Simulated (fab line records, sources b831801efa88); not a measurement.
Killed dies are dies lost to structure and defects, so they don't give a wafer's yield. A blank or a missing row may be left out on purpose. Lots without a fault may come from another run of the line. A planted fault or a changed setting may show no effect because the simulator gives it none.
Which tool did it? | flow sky130 | 10 lots, 30 wafers sampled, at 2 steps of a route of 708

WHAT THE GAUGES READ, wafer by wafer
SKY_METAL2_THK_MEAS_06: measures by xrf.
lot  | measured     | on            | METAL2_ALCU_THK (nm)
L466 | day 34 14:17 | film_metro-03 | 241 242 244
L467 | day 35 00:25 | film_metro-03 | 248 250 248
L470 | day 35 13:23 | film_metro-03 | 245 245 249
L471 | day 36 00:20 | film_metro-04 | 257 251 255
L473 | day 36 12:50 | film_metro-03 | 243 251 244
L478 | day 37 21:48 | film_metro-03 | 246 247 250
L482 | day 39 02:11 | film_metro-04 | 248 250 250
L483 | day 39 07:34 | film_metro-03 | 248 248 247
L486 | day 40 07:04 | film_metro-03 | 238 245 242
L488 | day 40 21:08 | film_metro-03 | 248 248 251

WHICH TOOL RAN EACH LOT (tool, then ch and the chambers of the sampled wafers, then the start)
lot  | SKY_METAL2_SPUTTER_02
L466 | pvd_sputter-04, day 34 14:04
L467 | pvd_sputter-01, day 35 00:12
L470 | pvd_sputter-01, day 35 13:10
L471 | pvd_sputter-04, day 36 00:07
L473 | pvd_sputter-03, day 36 12:36
L478 | pvd_sputter-01, day 37 21:35
L482 | pvd_sputter-04, day 39 01:59
L483 | pvd_sputter-01, day 39 07:20
L486 | pvd_sputter-04, day 40 06:51
L488 | pvd_sputter-01, day 40 20:55
- SKY_METAL2_SPUTTER_02: material AlCu, target thk 250 nm, time 13.3 s.

THE ANSWER, worked out from the rows above alone
Rule: what is usual is taken from the lots themselves. Put in order of their means at a reading, lots are off if they are a third of the lots or fewer, leave a main group of 4 or more, and stand apart from it by a gap of 3 or more times the standard deviation of the main group's means; of several such gaps the widest counts. A main group whose means are all the same, to the digits that the tables above print for the reading, isn't used. A lot without any number at a reading at which 4 lots or more have one is off too. The other lots that the step has rows for count as sound.
No lot is off at any reading shown: from this, nothing can be told.

WHAT THE SIMULATOR HAD PUT IN
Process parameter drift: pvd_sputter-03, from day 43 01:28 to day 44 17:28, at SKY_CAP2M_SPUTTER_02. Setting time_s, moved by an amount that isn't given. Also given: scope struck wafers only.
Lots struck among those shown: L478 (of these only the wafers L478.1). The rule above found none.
